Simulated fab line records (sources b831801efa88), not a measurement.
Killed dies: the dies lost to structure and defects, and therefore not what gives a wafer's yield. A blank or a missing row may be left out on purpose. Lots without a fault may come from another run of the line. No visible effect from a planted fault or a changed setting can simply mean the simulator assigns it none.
Which tool did it? / flow sky130 / at 1 step of a route of 708, 11 lots with 33 wafers sampled

== WHAT EACH GAUGE READ, for each wafer ==
SKY_LDD_LDN_OVL_MEAS_07.
lot=L351; measured=day 22 17:41; on=overlay-02; LDD_LDN_OVL (nm)=0.5 2.8 0.3
lot=L352; measured=day 23 02:46; on=overlay-01; LDD_LDN_OVL (nm)=-1.0 0.3 -0.2
lot=L353; measured=day 23 15:01; on=overlay-02; LDD_LDN_OVL (nm)=1.6 -0.5 -0.3
lot=L355; measured=day 24 15:43; on=overlay-01; LDD_LDN_OVL (nm)=-1.2 -1.0 -1.5
lot=L358; measured=day 25 10:05; on=overlay-01; LDD_LDN_OVL (nm)=-0.5 1.0 0.2
lot=L359; measured=day 25 20:58; on=overlay-01; LDD_LDN_OVL (nm)=1.6 1.8 -0.4
lot=L361; measured=day 26 10:22; on=overlay-02; LDD_LDN_OVL (nm)=0.7 -0.3 -1.3
lot=L370; measured=day 30 00:42; on=overlay-02; LDD_LDN_OVL (nm)=-2.9 -1.4 -3.6
lot=L371; measured=day 30 01:55; on=overlay-01; LDD_LDN_OVL (nm)=-1.9 -0.4 0.3
lot=L373; measured=day 30 15:47; on=overlay-01; LDD_LDN_OVL (nm)=-1.8 -2.5 -2.5
lot=L374; measured=day 30 18:31; on=overlay-02; LDD_LDN_OVL (nm)=3.2 3.5 3.6

== EACH LOT AND THE TOOL THAT RAN IT (in order: tool; ch and the chambers of the sampled wafers; start) ==
The record shows no process step preceding these readings.

== THE ANSWER, worked out from the rows above alone ==
Rule: the usual values come from the lots themselves. Put in order of their means at a reading, lots are off if they are a third of the lots or fewer, leave a main group of 4 or more, and stand apart from it by a gap of 3 or more times the standard deviation of the main group's means; of several such gaps the widest counts. Not used: any main group whose means are identical at the precision the tables above print for the reading. A lot without any number at a reading at which 4 lots or more have one is off too. All remaining lots with rows at the step are treated as sound.
No lot is off on any of the readings shown, so nothing can be concluded from this.

== WHAT WAS PUT IN BY THE SIMULATOR ==
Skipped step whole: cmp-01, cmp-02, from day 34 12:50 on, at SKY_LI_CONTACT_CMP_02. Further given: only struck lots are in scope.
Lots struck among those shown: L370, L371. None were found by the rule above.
